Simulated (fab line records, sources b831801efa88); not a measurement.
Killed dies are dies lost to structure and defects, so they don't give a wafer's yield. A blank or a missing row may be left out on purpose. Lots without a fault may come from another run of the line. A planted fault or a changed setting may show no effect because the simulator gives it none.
fab line records | flow sky130
record lots=5 wafers=14 last_day=51
route steps=708 shown METAL2@495 VIA2@507 PAD_OPEN@708
lots that met no fault: from a run of the same line without faults
start_h: hours from the record's first day to the start of the lot's first wafer shown | wait_h: hours since the lot's step before | " the same as in the row above | L1.1+2: a row that stands for several wafers | - no value, or no start given | * or withheld: withheld | < > ~ a bound
route shown NAME@n: a module of which the file shows steps, and the number in the route of the first | usual: mean/standard deviation of fault-free wafers | same: alike in all rows | chamber/n: place in a boat | sites: the reading at each site | _std_site: their standard deviation | _edge_site: outer sites' mean less inner sites' | radius_mm: how far each site lies from the wafer's centre | mask NAME#n: copy n | behind: the tool/chamber that last shaped the wafer | hold: why the lot was held/for how many hours/how that ended | device: the transistor (n, p or np) that didn't switch | end of line: the same wafers' tests at the end of the route | a step without rows: its recipe alone | killed: dies lost to structure and defects at the first sort, not the wafer's yield | map: a wafer's dies, x killed, . not, _ none there
set.NAME: the setting as run; set.NAME@STEP: as run at that earlier step | model.NAME: the simulator's own value behind a step, which no gauge read
lots at some steps of the route; a table a step, a row a wafer
services: from which hour (start_h, from the record's first day; less than 0 if before it) a tool's chamber was out of use, for how many hours, and why
## steps
# step SKY_METAL2_EXPOSE_12
# recipe mask_id=MM2 na=0.8 source_shape=annular sigma_inner=0.55 sigma_outer=0.85 target_cd_nm=140 dose_mj=28
# step SKY_METAL2_PEB_13
# recipe peb_temp_c=withheld peb_time_s=withheld resist=KrF-thick
# step SKY_METAL2_DEVELOP_14
# recipe develop_time_s=60 resist=KrF-thick dev_temp_c=21
# step SKY_METAL2_CD_MEAS_15
# recipe target_cd_nm=140
# usual cd_nm=139.7/1.2
# columns lot.wafer tool chamber start_h wait_h cd_nm
L826.1 cd_sem-01 - 866.85 - 141.3
L826.2 " - " " 139.3
L826.6 " - " " 140.6
L836.3 cd_sem-01 - 950.69 - 138.2
L836.6 " - " " 140.4
L842.2 cd_sem-01 - 984.30 - 139.9
L842.4 " - " " 139.4
L842.5 " - " " 140.1
L844.2 cd_sem-01 - 997.50 - 141.1
L844.4 " - " " 140.1
L844.5 " - " " 140.2
L846.3 cd_sem-01 - 1005.97 - 138.6
L846.4 " - " " 140.8
L846.6 " - " " 139.8
# step SKY_METAL2_OVL_MEAS_16
# usual METAL2_OVL=-2/5.7
# columns lot.wafer tool chamber start_h wait_h METAL2_OVL[nm]
L826.1 overlay-01 - 866.97 0.1 -4
L826.2 " - " " -2
L826.6 " - " " -9
L836.3 overlay-01 - 950.78 0.1 -7
L836.6 " - " " -14
L842.2 overlay-01 - 984.41 0.1 -4
L842.4 " - " " -14
L842.5 " - " " -4
L844.2 overlay-01 - 997.61 0.1 -5
L844.4 " - " " -12
L844.5 " - " " -8
L846.3 overlay-02 - 1006.06 0.1 12
L846.4 " - " " 6
L846.6 " - " " 7
# step SKY_METAL2_DESCUM_17
# recipe chemistry=O2 source_power_w=150 bias_power_w=0 pressure_mtorr=10 temp_c=40 time_s=8
# usual drypump_motor_current_A=5.5/0.35 oes_product_au=1.001/0.0073 temp_c=40.02/0.11
# same bias_power_w=0
# columns lot.wafer tool chamber start_h wait_h drypump_motor_current_A oes_product_au rf_hours_counter_h temp_c
L826.1 rie_metal-01 1 867.00 0.0 5.3 0.993 10 40.02
L826.2 " 1 " " 5.3 1.001 - 40.04
L826.6 " 1 " " 5.3 0.995 - 40.12
L836.3 rie_metal-01 1 950.81 0.0 5.3 1.003 - 39.99
L836.6 " 1 " " 5.3 1.010 - 40.01
L842.2 rie_metal-04 0 984.44 0.0 5.4 1.007 7 40.12
L842.4 " 0 " " 5.3 1.005 - 40.13
L842.5 " 0 " " 5.3 0.993 - 39.86
L844.2 rie_metal-04 0 997.64 0.0 5.3 1.003 8 40.07
L844.4 " 0 " " 5.3 0.999 - 39.98
L844.5 " 1 " " 5.5 1.003 - 39.99
L846.3 rie_metal-04 1 1006.10 0.0 5.5 0.994 - 39.99
L846.4 " 0 " " 5.3 0.995 - 40.21
L846.6 " 0 " " 5.3 1.002 - 40.09
# step SKY_METAL2_ETCH_18
# recipe chemistry=N2/H2 target=BARC ion_energy_ev=200 bias_w=100 pressure_mtorr=30 n2_flow_sccm=100 h2_flow_sccm=200 icp_w=500 stop_on=SiO2 time_s=45.9 target_depth_a=600
# usual bias_w=99.99/0.28 drypump_motor_current_A=5.6/0.35 oes_product_au=0.856/0.0048 throttle_valve_pct=13.225/0.0087
# columns lot.wafer tool chamber start_h wait_h bias_w drypump_motor_current_A oes_product_au rf_hours_counter_h throttle_valve_pct
L826.1 rie_metal-01 1 867.06 0.1 100.00 5.3 0.852 10 13.226
L826.2 " 1 " " 99.99 5.4 0.856 - 13.218
L826.6 " 1 " " 100.24 5.3 0.862 - 13.231
L836.3 rie_metal-01 1 950.85 0.0 100.08 5.3 0.860 - 13.214
L836.6 " 1 " " 100.07 5.3 0.848 - 13.238
L842.2 rie_metal-04 0 984.47 0.0 100.11 5.4 0.855 7 13.231
L842.4 " 0 " " 100.01 5.3 0.855 - 13.235
L842.5 " 0 " " 100.43 5.3 0.856 - 13.218
L844.2 rie_metal-04 0 997.68 0.0 100.01 5.3 0.853 8 13.219
L844.4 " 0 " " 100.80 5.3 0.856 - 13.225
L844.5 " 1 " " 100.49 5.5 0.851 - 13.221
L846.3 rie_metal-04 1 1006.16 0.0 99.98 5.5 0.847 - 13.221
L846.4 " 0 " " 100.43 5.3 0.855 - 13.223
L846.6 " 0 " " 100.08 5.4 0.862 - 13.221
# step SKY_METAL2_METAL_ETCH_19
# recipe target_depth_a=3600 stop_on=SiO2 over_etch_frac=0.3 time_s=78 chemistry=Cl2/BCl3 resist_sidewall_deg=88 pressure_mtorr=10 icp_w=900 bias_w=48.5 Cl2_flow_sccm=60 bcl3_flow_sccm=30
# usual bias_w=48.50/0.14 drypump_motor_current_A=5.5/0.35 oes_product_au=0.853/0.0057 throttle_valve_pct=22.263/0.0088
# columns lot.wafer tool chamber start_h wait_h bias_w drypump_motor_current_A oes_product_au rf_hours_counter_h throttle_valve_pct
L826.1 rie_metal-01 1 867.19 0.1 48.31 5.4 0.846 10 22.257
L826.2 " 1 " " 48.48 5.4 0.854 - 22.271
L826.6 " 1 " " 48.47 5.3 0.855 - 22.254
L836.3 rie_metal-01 1 950.93 0.1 48.51 5.4 0.846 - 22.262
L836.6 " 1 " " 48.63 5.4 0.843 - 22.282
L842.2 rie_metal-04 0 984.53 0.0 48.52 5.3 0.855 7 22.264
L842.4 " 0 " " 48.62 5.3 0.853 - 22.266
L842.5 " 0 " " 48.66 5.3 0.853 - 22.268
L844.2 rie_metal-04 0 997.76 0.1 48.42 5.3 0.856 8 22.259
L844.4 " 0 " " 48.61 5.3 0.849 - 22.260
L844.5 " 1 " " 48.61 5.5 0.854 - 22.250
L846.3 rie_metal-04 1 1006.26 0.1 48.52 5.5 0.859 - 22.283
L846.4 " 0 " " 48.54 5.3 0.850 - 22.265
L846.6 " 0 " " 48.57 5.3 0.851 - 22.272
# step SKY_METAL2_STRIP_20
# recipe chemistry=O2/N2 power_w=1400 pressure_mtorr=1500 platen_temp_c=withheld o2_flow_sccm=3000 n2_flow_sccm=300 overash_fraction=0.5
# usual drypump_motor_current_A=5.8/0.57 oes_product_au=0.343/0.0049 strip_time_to_endpoint_s=2.69/0.033
# columns lot.wafer tool chamber start_h wait_h drypump_motor_current_A oes_product_au rf_hours_counter_h strip_time_to_endpoint_s
L826.1 plasma_asher-04 1 867.37 0.1 6.5 0.344 102 2.73
L826.2 " 0 " " 5.9 0.349 102 2.74
L826.6 " 0 " " 5.9 0.340 - 2.74
L836.3 plasma_asher-02 1 951.02 0.1 4.7 0.345 - 2.70
L836.6 " 1 " " 4.7 0.343 - 2.71
L842.2 plasma_asher-02 0 984.62 0.1 6.2 0.341 15 2.67
L842.4 " 0 " " 6.2 0.336 - 2.64
L842.5 " 1 " " 4.7 0.337 - 2.68
L844.2 plasma_asher-02 1 997.88 0.1 4.7 0.345 16 2.69
L844.4 " 0 " " 6.2 0.349 - 2.73
L844.5 " 1 " " 4.7 0.341 - 2.71
L846.3 plasma_asher-01 1 1006.37 0.1 6.2 0.345 - 2.67
L846.4 " 0 " " 5.4 0.347 - 2.69
L846.6 " 1 " " 6.2 0.348 - 2.65
# step SKY_METAL2_STRIP_21
# recipe chemistry=post_etch_residue_remover time_s=1200 temp_c=72.5
# step SKY_METAL2_CLEAN_22
# recipe chemistry=IPA time_s=180 temp_c=25
# step SKY_METAL2_CLEAN_23
# recipe chemistry=O3/DIW dry=n2_spin
# step SKY_VIA2_HDPCVD_00
# recipe material=SiO2 target_thk_nm=1180 sigma_open_frac=0.3 time_s=196.7 temp_c=400 sih4_flow_sccm=60 pressure_mtorr=6
# columns lot.wafer tool chamber start_h wait_h model.SiO2_of_VIA2_HDPCVD_00.thk_nm
L826.1 hdpcvd-02 2 867.97 0.0 1192
L826.2 " 0 " " 1189
L826.6 " 2 " " 1199
L836.3 hdpcvd-02 0 951.58 0.0 1169
L836.6 " 0 " " 557.2
L842.2 hdpcvd-01 2 985.22 0.0 1172
L842.4 " 0 " " 1168
L842.5 " 1 " " 1165
L844.2 hdpcvd-01 1 998.48 0.0 1179
L844.4 " 2 " " 1178
L844.5 " 2 " " 1193
L846.3+6 hdpcvd-01 0,2 1006.93 0.0 1176
L846.4 " 1 " " 1184
# step SKY_VIA2_THK_MEAS_01
# recipe reads=SiO2_of_VIA2_HDPCVD_00
# usual VIA2_HDPCVD_THK=1180/11
# columns lot.wafer tool chamber start_h wait_h hold VIA2_HDPCVD_THK[nm]
L826.1 film_metro-02 - 868.10 0.1 - 1192
L826.2 " - " " - 1190
L826.6 " - " " - 1200
L836.3 film_metro-04 - 951.72 0.1 await_dispo/0.2h/release 1169
L836.6 " - " " await_dispo/0.2h/release 558
L836.3 film_metro-04 - 951.95 0.2 - 1169
L836.6 " - " " - 557
L842.2 film_metro-01 - 985.36 0.1 - 1173
L842.4 " - " " - 1168
L842.5 " - " " - 1164
L844.2 film_metro-04 - 998.68 0.1 - 1181
L844.4 " - " " - 1179
L844.5 " - " " - 1193
L846.3 film_metro-04 - 1007.07 0.1 - 1176
L846.4 " - " " - 1185
L846.6 " - " " - 1176
# step SKY_VIA2_CMP_02
# recipe material=SiO2 down_force_psi=4 platen_rpm=60 pad_velocity_m_s=0.94248
# usual motor_current_A=12.4/1.3 retaining_ring_pressure_frac=1.000/0.0046
# columns lot.wafer tool chamber start_h wait_h hold motor_current_A retaining_ring_pressure_frac
L826.1 cmp-02 1 868.16 0.1 - 14.3 0.995
L826.2 " 0 " " - 11.7 1.006
L826.6 " 1 " " - 14.7 0.993
L836.3 cmp-01 3 954.55 2.6 await_dispo/2.3h/release 10.3 0.999
L836.6 " 0 " " await_dispo/2.3h/release 11.5 1.001
L842.4 cmp-01 0 985.51 0.1 - 11.8 1.001
L842.2 " 1 " " - 11.9 0.993
L842.5 " 2 " " - 11.7 1.001
L844.2 cmp-02 2 998.73 0.0 - 11.7 1.000
L844.4 " 0 " " - 11.5 1.002
L844.5 " 3 " " - 14.2 1.003
L846.4 cmp-01 3 1007.16 0.1 - 10.8 1.003
L846.3 " 1 " " - 11.6 0.999
L846.6 " 2 " " - 11.9 1.007
# step SKY_PAD_OPEN_PROBE_99
# usual defect_limited_yield=82.6/1.7 killed_at_M0_to_M3=43/7 killed_at_M4_up=3.1/1.5 killed_at_contacts=23/4.9 killed_at_front_end=16/3.9 killed_at_other=0.3/0.52 killed_dies=86/8.2 killed_open=47/6.1 killed_short=38/5.8
# same gross_dies=492 killed_at_back_side=0
# columns lot.wafer tool chamber start_h wait_h hold defect_limited_yield[%] killed_at_M0_to_M3 killed_at_M4_up killed_at_contacts killed_at_front_end killed_at_other killed_dies killed_open killed_short model.etest.tester.sort_n_pass model.etest.tester.sort_yield_pct model.etest.tester.sort_bin_3_pct model.etest.met3_comb.leak_log10_a_um model.etest.tester.sort_bin_8_pct model.etest.tester.sort_bin_4_pct
L826.1 prober-01 - 1119.60 0.1 - 82.7 46 4 25 10 0 85 57 27 407 82.72 0.2033 -12.01 0 0
L826.2 prober-01 - 1119.65 0.1 - 81.5 41 3 30 17 0 91 43 48 401 81.5 1.22 -12.22 0 0
L826.6 prober-01 - 1119.85 0.2 - 81.3 49 2 29 12 0 92 60 32 400 81.3 0.813 -12.07 0 0
L836.3 prober-01 - 1185.82 0.2 await_dispo/3.3h/release 81.7 48 1 24 16 1 90 51 39 402 81.71 1.016 -12.02 0 0
L836.6 prober-01 - 1185.97 0.2 await_dispo/3.3h/release 82.9 52 3 20 9 0 84 46 38 220 44.72 38.62 -7.05 1.036e-09 1.297e-13
L842.2 prober-02 - 1208.75 0.1 - 82.7 36 2 25 21 1 85 42 43 407 82.72 0.813 -11.9 0 0
L842.4 prober-02 - 1208.85 0.2 - 82.7 41 4 25 15 0 85 46 39 407 82.72 1.423 -12.01 0 0
L842.5 prober-02 - 1208.90 0.2 - 84.1 38 6 22 12 0 78 44 34 414 84.15 1.423 -11.97 0 0
L844.2 prober-01 - 1219.60 0.1 - 80.1 52 4 30 12 0 98 65 31 394 80.08 0.813 -12.02 0 0
L844.4 prober-01 - 1219.70 0.2 - 82.7 45 4 22 14 0 85 38 46 407 82.72 1.423 -12 0 0
L844.5 prober-01 - 1219.75 0.2 - 82.1 41 2 28 17 0 88 55 32 404 82.11 0.4065 -12.01 0 0
L846.3 prober-02 - 1223.25 0.2 - 83.1 34 4 26 19 0 83 40 43 409 83.13 1.016 -11.83 0 0
L846.4 prober-02 - 1223.30 0.2 - 82.3 46 2 25 14 0 87 48 39 405 82.32 1.626 -11.98 0 0
L846.6 prober-02 - 1223.40 0.2 - 83.3 48 5 19 10 0 82 40 42 410 83.33 0.4065 -11.93 0 0
# killed by level:class
L826.1 VIA1:geometric_particle:open=14 LI_CONTACT:geometric_particle:open=9 VIA3:geometric_particle:open=8 VIA2:geometric_particle:open=8 CONTACT:geometric_particle:open=7 METAL2:geometric_particle:short=5 CONTACT:geometric_particle:short=4 METAL1:geometric_particle:short=4
L826.2 LI_CONTACT:geometric_particle:open=9 CONTACT:geometric_particle:open=8 METAL1:geometric_particle:short=8 VIA1:geometric_particle:open=8 METAL2:geometric_particle:short=6 FIELD_ISO:geometric_particle:open=5 VIA3:geometric_particle:short=5 CONTACT:geometric_particle:short=5
L826.6 CONTACT:geometric_particle:open=15 VIA1:geometric_particle:open=15 VIA2:geometric_particle:open=9 FIELD_ISO:geometric_particle:open=6 VIA3:geometric_particle:open=6 LOCAL_INTERCONNECT:geometric_particle:short=5 LI_CONTACT:geometric_particle:open=4 CONTACT:geometric_particle:short=4
L836.3 CONTACT:geometric_particle:open=12 VIA3:geometric_particle:open=10 VIA2:geometric_particle:open=8 CONTACT:geometric_particle:short=6 METAL1:geometric_particle:short=6 VIA1:geometric_particle:short=6 VIA1:geometric_particle:open=6 FIELD_ISO:geometric_particle:short=4
L836.6 VIA3:geometric_particle:open=11 VIA1:geometric_particle:open=9 LI_CONTACT:geometric_particle:open=8 METAL1:geometric_particle:short=8 CONTACT:geometric_particle:open=6 METAL3:geometric_particle:short=6 FIELD_ISO:geometric_particle:short=5 VIA2:geometric_particle:open=5
L842.2 VIA2:geometric_particle:open=7 POLY_GATE:geometric_particle:short=6 CONTACT:geometric_particle:open=6 VIA3:geometric_particle:open=6 VIA1:geometric_particle:open=6 POLY_GATE:geometric_particle:open=5 LI_CONTACT:geometric_particle:open=5 METAL2:geometric_particle:short=5
L842.4 CONTACT:geometric_particle:open=9 VIA2:geometric_particle:open=9 VIA1:geometric_particle:open=7 VIA3:geometric_particle:open=7 LOCAL_INTERCONNECT:geometric_particle:short=6 METAL1:geometric_particle:short=5 FIELD_ISO:geometric_particle:open=4 LI_CONTACT:geometric_particle:open=4
L842.5 VIA1:geometric_particle:open=11 LI_CONTACT:geometric_particle:open=7 CONTACT:geometric_particle:open=7 CONTACT:geometric_particle:short=5 VIA2:geometric_particle:open=5 METAL4:geometric_particle:short=5 FIELD_ISO:geometric_particle:open=4 METAL1:geometric_particle:short=4
L844.2 VIA2:geometric_particle:open=13 CONTACT:geometric_particle:open=11 VIA1:geometric_particle:open=11 LI_CONTACT:geometric_particle:open=8 VIA3:geometric_particle:open=8 CONTACT:geometric_particle:short=7 METAL1:geometric_particle:short=6 METAL1:geometric_particle:open=4
L844.4 LOCAL_INTERCONNECT:geometric_particle:short=9 VIA3:geometric_particle:open=8 FIELD_ISO:geometric_particle:open=7 VIA1:geometric_particle:open=7 METAL1:geometric_particle:short=6 CONTACT:geometric_particle:open=5 VIA1:geometric_particle:short=5 VIA2:geometric_particle:short=5
L844.5 CONTACT:geometric_particle:open=13 VIA3:geometric_particle:open=9 VIA1:geometric_particle:open=9 FIELD_ISO:geometric_particle:short=7 LI_CONTACT:geometric_particle:open=7 FIELD_ISO:geometric_particle:open=5 METAL2:geometric_particle:short=5 VIA2:geometric_particle:open=5
L846.3 CONTACT:geometric_particle:open=11 METAL1:geometric_particle:short=8 LI_CONTACT:geometric_particle:open=6 LOCAL_INTERCONNECT:geometric_particle:short=6 METAL2:geometric_particle:short=5 POLY_GATE:geometric_particle:open=4 POLY_GATE:geometric_particle:short=4 VIA1:geometric_particle:open=4
L846.4 VIA1:geometric_particle:open=11 CONTACT:geometric_particle:open=9 METAL2:geometric_particle:short=7 LI_CONTACT:geometric_particle:open=6 CONTACT:geometric_particle:short=5 METAL1:geometric_particle:short=5 METAL3:geometric_particle:short=5 FIELD_ISO:geometric_particle:open=4
L846.6 VIA1:geometric_particle:open=14 METAL1:geometric_particle:short=10 LI_CONTACT:geometric_particle:open=7 CONTACT:geometric_particle:short=5 METAL4:geometric_particle:short=5 VIA1:geometric_particle:short=4 CONTACT:geometric_particle:open=4 VIA3:geometric_particle:open=4
# map L836.3 (x killed, . not)
__________.x..x....._________
________.............._______
______.....xx..x.....x.._____
_____.x.....xx......x.xx.____
____..x.x...x.......x..x..___
___x....xxx....x....x.x.x..__
__...x..x..x.x.............._
_.xx....x..........x.....x...
_.................xx..x.....x
_..xx.....x..x......x.....x..
_x...xx.......x..x...x....x.x
_.........x..x.xx...x..x.....
_.....xx.....x...x..x....x...
_............x........x...x..
_....x.x...x...x..x.xx....x..
__..xx.x.............x......_
___............x...........__
____................x.....___
_____..x..x..xx.x........____
______..x..x............_____
________.............._______
__________x........x_________
# map L826.6 (x killed, . not)
__________x.x...x..._________
________..x...xx....x._______
______.....x.......x...._____
_____x..x.....x....x.....____
____...x..xx.......x......___
___..x.......x.............__
__x...x..x.....x.x.x........_
_.x.......x..............xx..
_.....x....x...x..x...x....x.
_.....x...x...x...x...x......
_..........x...x..xxxxx......
_.....x...xx.x...x.x......xx.
_......x......x...........x.x
_.....xx..x.x..x.............
_..xx...x...x...x.......x..x.
__.....x.xx..............xx._
___....x..................x__
____.....xx............x..___
_____....x.x....x......x.____
______..xx...........x.x_____
________..........xx.._______
__________.......x.._________
## services
# columns tool chamber start_h hours kind
plasma_asher-02 - 845.56 7.7 repair
hdpcvd-01 - 851.50 28.1 pm
rie_metal-01 0 856.64 13.8 repair
cmp-01 - 867.94 12.5 repair
rie_metal-01 0 874.16 21.6 repair
plasma_asher-02 - 874.53 15.6 pm
cmp-02 - 876.07 0.5 repair
plasma_asher-01 - 884.84 2.0 repair
hdpcvd-01 1 886.33 4.1 repair
hdpcvd-02 0 888.48 14.6 repair
rie_metal-01 - 905.16 0.8 repair
cmp-02 - 907.53 3.5 repair
cmp-01 - 915.85 4.0 pm
plasma_asher-02 - 917.56 2.8 pm
cmp-01 - 941.23 4.9 pm
hdpcvd-01 - 950.25 15.0 pm
cmp-02 - 950.58 5.5 pm
cmp-01 - 963.10 5.9 pm
hdpcvd-01 1 973.76 6.7 repair
cmp-01 - 975.45 0.4 repair
rie_metal-01 - 980.78 15.6 pm
hdpcvd-01 0 997.66 5.3 repair
rie_metal-01 0 1003.49 132.3 repair
plasma_asher-02 - 1006.25 8.9 pm
## key
first_sign step=SKY_VIA2_THK_MEAS_01 reading=visit direction=added
effect step=SKY_VIA2_THK_MEAS_01 reading=VIA2_HDPCVD_THK direction=down sigmas=57 usual=1180 struck=558
effect step=SKY_PAD_OPEN_PROBE_99 reading=hold direction=added
model_effect step=SKY_VIA2_HDPCVD_00 value=SiO2_of_VIA2_HDPCVD_00.thk_nm without=1183 struck=557.2
model_effect step=SKY_PAD_OPEN_PROBE_99 value=etest.tester.sort_n_pass without=408 struck=220
met_at SKY_VIA2_HDPCVD_00
struck_wafers L836.6
onset_between 867.97 951.58
fault kind=process_parameter_drift tool=hdpcvd-02 chamber=- onset_h=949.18 steps=SKY_VIA2_HDPCVD_00 channel=target_thk_nm offset=-626 shape=step end_h=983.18 scope=struck_wafers_only acts_in=these_recipes_only stated=1180
